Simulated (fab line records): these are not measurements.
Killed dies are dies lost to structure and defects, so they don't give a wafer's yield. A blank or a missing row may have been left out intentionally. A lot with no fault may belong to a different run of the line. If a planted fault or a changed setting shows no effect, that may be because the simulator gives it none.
Matching of chambers || flow sky130 || SKY_VIA1_CMP_24 on cmp-01: 4 sister chambers
The step polishes, stops on SiO2, t overpolish 15 s, target thk 0 nm. 42 wafers are shown with their chamber, then 12 later ones without.

== WAFERS WITH THEIR CHAMBER ==
{"wafer": "L074.1", "chamber": 3, "motorCurrentA (A)": 8.8, "overpolishRunS (s)": 15.005, "timeToEndpointS (s)": 68}
{"wafer": "L074.2", "chamber": 1, "motorCurrentA (A)": 10.2, "overpolishRunS (s)": 15.005, "timeToEndpointS (s)": 72}
{"wafer": "L074.4", "chamber": 0, "motorCurrentA (A)": 11.6, "overpolishRunS (s)": 15.008, "timeToEndpointS (s)": 68}
{"wafer": "L077.2", "chamber": 1, "motorCurrentA (A)": 9.7, "overpolishRunS (s)": 15.016, "timeToEndpointS (s)": 69}
{"wafer": "L077.4", "chamber": 0, "motorCurrentA (A)": 11.9, "overpolishRunS (s)": 14.986, "timeToEndpointS (s)": 65}
{"wafer": "L077.5", "chamber": 1, "motorCurrentA (A)": 10.1, "overpolishRunS (s)": 15.011, "timeToEndpointS (s)": 67}
{"wafer": "L077.1", "chamber": 2, "motorCurrentA (A)": 10.4, "overpolishRunS (s)": 15.000, "timeToEndpointS (s)": 68}
{"wafer": "L077.3", "chamber": 3, "motorCurrentA (A)": 8.5, "overpolishRunS (s)": 15.013, "timeToEndpointS (s)": 68}
{"wafer": "L077.6", "chamber": 2, "motorCurrentA (A)": 10.6, "overpolishRunS (s)": 15.011, "timeToEndpointS (s)": 67}
{"wafer": "L078.1", "chamber": 3, "motorCurrentA (A)": 8.6, "overpolishRunS (s)": 14.982, "timeToEndpointS (s)": 68}
{"wafer": "L078.5", "chamber": 1, "motorCurrentA (A)": 10.0, "overpolishRunS (s)": 14.999, "timeToEndpointS (s)": 67}
{"wafer": "L078.6", "chamber": 2, "motorCurrentA (A)": 10.5, "overpolishRunS (s)": 14.993, "timeToEndpointS (s)": 65}
{"wafer": "L081.2", "chamber": 0, "motorCurrentA (A)": 11.3, "overpolishRunS (s)": 15.003, "timeToEndpointS (s)": 69}
{"wafer": "L081.4", "chamber": 2, "motorCurrentA (A)": 11.2, "overpolishRunS (s)": 14.993, "timeToEndpointS (s)": 71}
{"wafer": "L081.6", "chamber": 0, "motorCurrentA (A)": 11.7, "overpolishRunS (s)": 15.002, "timeToEndpointS (s)": 68}
{"wafer": "L080.1", "chamber": 1, "motorCurrentA (A)": 10.3, "overpolishRunS (s)": 15.005, "timeToEndpointS (s)": 68}
{"wafer": "L080.2", "chamber": 2, "motorCurrentA (A)": 10.9, "overpolishRunS (s)": 15.003, "timeToEndpointS (s)": 66}
{"wafer": "L080.3", "chamber": 0, "motorCurrentA (A)": 12.4, "overpolishRunS (s)": 14.989, "timeToEndpointS (s)": 67}
{"wafer": "L080.4", "chamber": 3, "motorCurrentA (A)": 8.4, "overpolishRunS (s)": 14.990, "timeToEndpointS (s)": 68}
{"wafer": "L080.5", "chamber": 2, "motorCurrentA (A)": 11.0, "overpolishRunS (s)": 15.008, "timeToEndpointS (s)": 66}
{"wafer": "L080.6", "chamber": 3, "motorCurrentA (A)": 8.8, "overpolishRunS (s)": 14.990, "timeToEndpointS (s)": 65}
{"wafer": "L084.1", "chamber": 3, "motorCurrentA (A)": 8.6, "overpolishRunS (s)": 14.989, "timeToEndpointS (s)": 69}
{"wafer": "L084.4", "chamber": 2, "motorCurrentA (A)": 11.0, "overpolishRunS (s)": 15.005, "timeToEndpointS (s)": 69}
{"wafer": "L084.6", "chamber": 1, "motorCurrentA (A)": 10.1, "overpolishRunS (s)": 15.007, "timeToEndpointS (s)": 71}
{"wafer": "L083.1", "chamber": 2, "motorCurrentA (A)": 10.5, "overpolishRunS (s)": 14.988, "timeToEndpointS (s)": 69}
{"wafer": "L083.2", "chamber": 1, "motorCurrentA (A)": 9.8, "overpolishRunS (s)": 14.994, "timeToEndpointS (s)": 71}
{"wafer": "L083.5", "chamber": 0, "motorCurrentA (A)": 11.4, "overpolishRunS (s)": 15.007, "timeToEndpointS (s)": 66}
{"wafer": "L086.3", "chamber": 1, "motorCurrentA (A)": 10.0, "overpolishRunS (s)": 15.008, "timeToEndpointS (s)": 68}
{"wafer": "L086.5", "chamber": 3, "motorCurrentA (A)": 8.5, "overpolishRunS (s)": 14.991, "timeToEndpointS (s)": 65}
{"wafer": "L086.6", "chamber": 2, "motorCurrentA (A)": 10.6, "overpolishRunS (s)": 15.000, "timeToEndpointS (s)": 67}
{"wafer": "L087.2", "chamber": 2, "motorCurrentA (A)": 10.7, "overpolishRunS (s)": 15.004, "timeToEndpointS (s)": 70}
{"wafer": "L087.3", "chamber": 3, "motorCurrentA (A)": 8.4, "overpolishRunS (s)": 14.996, "timeToEndpointS (s)": 67}
{"wafer": "L087.6", "chamber": 1, "motorCurrentA (A)": 10.2, "overpolishRunS (s)": 14.986, "timeToEndpointS (s)": 67}
{"wafer": "L088.3", "chamber": 0, "motorCurrentA (A)": 12.1, "overpolishRunS (s)": 15.000, "timeToEndpointS (s)": 69}
{"wafer": "L088.5", "chamber": 0, "motorCurrentA (A)": 11.3, "overpolishRunS (s)": 14.988, "timeToEndpointS (s)": 73}
{"wafer": "L088.6", "chamber": 1, "motorCurrentA (A)": 10.3, "overpolishRunS (s)": 14.998, "timeToEndpointS (s)": 74}
{"wafer": "L088.1", "chamber": 2, "motorCurrentA (A)": 11.1, "overpolishRunS (s)": 15.004, "timeToEndpointS (s)": 71}
{"wafer": "L088.2", "chamber": 3, "motorCurrentA (A)": 8.9, "overpolishRunS (s)": 14.977, "timeToEndpointS (s)": 74}
{"wafer": "L088.4", "chamber": 1, "motorCurrentA (A)": 9.6, "overpolishRunS (s)": 14.997, "timeToEndpointS (s)": 73}
{"wafer": "L089.1", "chamber": 0, "motorCurrentA (A)": 11.4, "overpolishRunS (s)": 14.998, "timeToEndpointS (s)": 69}
{"wafer": "L089.2", "chamber": 2, "motorCurrentA (A)": 10.6, "overpolishRunS (s)": 15.004, "timeToEndpointS (s)": 72}
{"wafer": "L089.5", "chamber": 2, "motorCurrentA (A)": 10.8, "overpolishRunS (s)": 14.989, "timeToEndpointS (s)": 70}

SIGNATURES (averages over the wafers above)
{"reading": "motorCurrentA", "chamber 0": 11.678, "chamber 1": 10.027, "chamber 2": 10.762, "chamber 3": 8.611, "scatter within a chamber": 0.272}
{"reading": "overpolishRunS", "chamber 0": 14.99789, "chamber 1": 15.00236, "chamber 2": 15.00015, "chamber 3": 14.99256, "scatter within a chamber": 0.00869}
{"reading": "timeToEndpointS", "chamber 0": 68.22, "chamber 1": 69.73, "chamber 2": 68.54, "chamber 3": 68.00, "scatter within a chamber": 2.42}
Rule: distance of a wafer from a chamber = root of the sum over the readings of ((wafer's reading minus chamber's mean) / reading's scatter) squared. If the next closest chamber is less than 2 further off than the closest, the wafer can't be placed; otherwise it belongs to the closest. The scatter is the square root of a quotient: the sum, over the shown wafers, of each reading's squared deviation from its chamber's mean, divided by wafers minus chambers.

== WAFERS WHOSE CHAMBER IS MISSING ==
{"wafer": "L090.2", "motorCurrentA (A)": 10.9, "overpolishRunS (s)": 15.002, "timeToEndpointS (s)": 69}
{"wafer": "L090.4", "motorCurrentA (A)": 9.0, "overpolishRunS (s)": 15.004, "timeToEndpointS (s)": 70}
{"wafer": "L090.5", "motorCurrentA (A)": 8.5, "overpolishRunS (s)": 15.006, "timeToEndpointS (s)": 68}
{"wafer": "L092.1", "motorCurrentA (A)": 10.0, "overpolishRunS (s)": 14.994, "timeToEndpointS (s)": 70}
{"wafer": "L092.3", "motorCurrentA (A)": 12.1, "overpolishRunS (s)": 14.994, "timeToEndpointS (s)": 69}
{"wafer": "L092.4", "motorCurrentA (A)": 10.8, "overpolishRunS (s)": 14.997, "timeToEndpointS (s)": 67}
{"wafer": "L094.1", "motorCurrentA (A)": 10.8, "overpolishRunS (s)": 15.005, "timeToEndpointS (s)": 64}
{"wafer": "L094.5", "motorCurrentA (A)": 11.2, "overpolishRunS (s)": 15.006, "timeToEndpointS (s)": 65}
{"wafer": "L094.6", "motorCurrentA (A)": 10.3, "overpolishRunS (s)": 14.991, "timeToEndpointS (s)": 68}
{"wafer": "L096.1", "motorCurrentA (A)": 12.0, "overpolishRunS (s)": 14.988, "timeToEndpointS (s)": 64}
{"wafer": "L096.5", "motorCurrentA (A)": 8.8, "overpolishRunS (s)": 14.995, "timeToEndpointS (s)": 64}
{"wafer": "L096.6", "motorCurrentA (A)": 11.5, "overpolishRunS (s)": 15.013, "timeToEndpointS (s)": 65}

== EACH ONE'S CHAMBER ==
{"wafer": "L090.2", "from the rows above": 2, "in truth": 2}
{"wafer": "L090.4", "from the rows above": "can't be placed: 3 or 1", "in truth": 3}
{"wafer": "L090.5", "from the rows above": 3, "in truth": 3}
{"wafer": "L092.1", "from the rows above": "can't be placed: 1 or 2", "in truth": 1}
{"wafer": "L092.3", "from the rows above": 0, "in truth": 0}
{"wafer": "L092.4", "from the rows above": 2, "in truth": 2}
{"wafer": "L094.1", "from the rows above": "can't be placed: 2 or 1 or 0", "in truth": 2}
{"wafer": "L094.5", "from the rows above": "can't be placed: 2 or 0", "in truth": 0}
{"wafer": "L094.6", "from the rows above": "can't be placed: 1 or 2", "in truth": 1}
{"wafer": "L096.1", "from the rows above": 0, "in truth": 0}
{"wafer": "L096.5", "from the rows above": 3, "in truth": 3}
{"wafer": "L096.6", "from the rows above": "can't be placed: 0 or 2", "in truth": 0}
Correct placement for 6 of the 12. Cannot be placed on the basis of these rows: 6; the candidates contain the true chamber in 6. Wrongly placed: 0.
